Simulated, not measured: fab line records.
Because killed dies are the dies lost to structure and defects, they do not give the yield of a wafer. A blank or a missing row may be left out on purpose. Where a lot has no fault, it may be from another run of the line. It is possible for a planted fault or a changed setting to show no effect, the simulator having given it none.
Which of the tools did it? | flow gf180mcu | 11 lots, 33 wafers sampled, at 5 steps of a route of 602

== WHAT THE GAUGES READ, wafer by wafer ==
GF_V4_RS_MEAS_24: uses a four-point probe to measure.
lot  | measured     | on            | V4_W_RS (ohm/sq)
L246 | day 24 20:21 | film_metro-01 | 0.331 0.328 0.327
L247 | day 25 11:35 | film_metro-04 | 0.330 0.439 0.334
L249 | day 25 17:11 | film_metro-02 | 0.332 0.429 0.325
L258 | day 28 19:54 | film_metro-02 | 0.328 0.329 0.327
L260 | day 29 07:39 | film_metro-04 | 0.323 0.321 0.324
L261 | day 29 11:47 | film_metro-04 | 0.319 0.321 0.325
L263 | day 30 02:37 | film_metro-02 | 0.327 0.335 0.325
L264 | day 30 17:20 | film_metro-02 | 0.322 0.326 0.338
L265 | day 30 19:56 | film_metro-04 | 0.322 0.322 0.317
L267 | day 31 04:37 | film_metro-02 | 0.325 0.330 0.322
L268 | day 31 10:08 | film_metro-02 | 0.323 0.321 0.322

== EACH LOT AND THE TOOL THAT RAN IT (in order: tool; ch and the chambers of the sampled wafers; start) ==
lot  | GF_M4_SPUTTER_00             | GF_M4_SPUTTER_01             | GF_M4_SPUTTER_04             | GF_V4_CVD_23
L246 | pvd_sputter-02, day 22 22:26 | pvd_sputter-02, day 22 22:32 | pvd_sputter-02, day 22 22:37 | cvd_w-01 ch 0,1, day 24 20:14
L247 | pvd_sputter-01, day 23 13:36 | pvd_sputter-01, day 23 13:42 | pvd_sputter-01, day 23 13:47 | cvd_w-01 ch 0,1, day 25 11:28
L249 | pvd_sputter-03, day 23 19:23 | pvd_sputter-03, day 23 19:29 | pvd_sputter-03, day 23 19:34 | cvd_w-01 ch 0,1, day 25 17:04
L258 | pvd_sputter-01, day 27 01:42 | pvd_sputter-01, day 27 01:48 | pvd_sputter-01, day 27 01:53 | cvd_w-01 ch 0,1, day 28 19:46
L260 | pvd_sputter-01, day 27 13:54 | pvd_sputter-01, day 27 14:00 | pvd_sputter-01, day 27 14:05 | cvd_w-02 ch 0,1, day 29 07:32
L261 | pvd_sputter-03, day 27 18:01 | pvd_sputter-03, day 27 18:07 | pvd_sputter-03, day 27 18:12 | cvd_w-01 ch 0,1, day 29 11:38
L263 | pvd_sputter-01, day 28 09:39 | pvd_sputter-01, day 28 09:45 | pvd_sputter-01, day 28 09:50 | cvd_w-01 ch 0,1, day 30 02:29
L264 | pvd_sputter-01, day 29 01:58 | pvd_sputter-01, day 29 02:04 | pvd_sputter-01, day 29 02:09 | cvd_w-01 ch 0,1, day 30 17:14
L265 | pvd_sputter-01, day 29 03:37 | pvd_sputter-01, day 29 03:43 | pvd_sputter-01, day 29 03:48 | cvd_w-02 ch 0,1, day 30 19:49
L267 | pvd_sputter-03, day 29 12:48 | pvd_sputter-03, day 29 12:54 | pvd_sputter-03, day 29 12:59 | cvd_w-02 ch 0,1, day 31 04:29
L268 | pvd_sputter-02, day 29 18:38 | pvd_sputter-02, day 29 18:44 | pvd_sputter-02, day 29 18:49 | cvd_w-02 ch 0,1, day 31 09:59
- GF_M4_SPUTTER_00: material Ti, target thk 37.5 nm, time 150 s.
- GF_M4_SPUTTER_01: material TiN, target thk 30 nm, time 25 s.
- GF_M4_SPUTTER_04: material TiN, target thk 50 nm, time 41.7 s.
- GF_V4_CVD_23: deposits W, target thk 350 nm, time 104.9 s.

== THE ANSWER, worked out from the rows above alone ==
Rule: the usual values come from the lots themselves. The widest of any qualifying gaps counts: lots, ordered by their means at a reading, are off when they make up no more than a third of the lots, leave a main group of 4 or more, and stand apart from it by 3 or more times the standard deviation of that group's means. A main group whose means are all the same, to the digits that the tables above print for the reading, isn't used. Also off: a lot with no number at a reading for which 4 or more lots have one. All remaining lots with rows at the step are treated as sound.
Off: L247, L249, at GF_V4_RS_MEAS_24 (V4_W_RS). The main group has a mean of 0.325 ohm/sq with a standard deviation of 0.0033.
A tool fits if, at a process step before that reading, it ran every lot that is off, and no sound lot after the first of them. The gauges at GF_V4_RS_MEAS_24 are tried like those tools. Not one of the candidates tried fits.

== WHAT THE SIMULATOR HAD INSERTED ==
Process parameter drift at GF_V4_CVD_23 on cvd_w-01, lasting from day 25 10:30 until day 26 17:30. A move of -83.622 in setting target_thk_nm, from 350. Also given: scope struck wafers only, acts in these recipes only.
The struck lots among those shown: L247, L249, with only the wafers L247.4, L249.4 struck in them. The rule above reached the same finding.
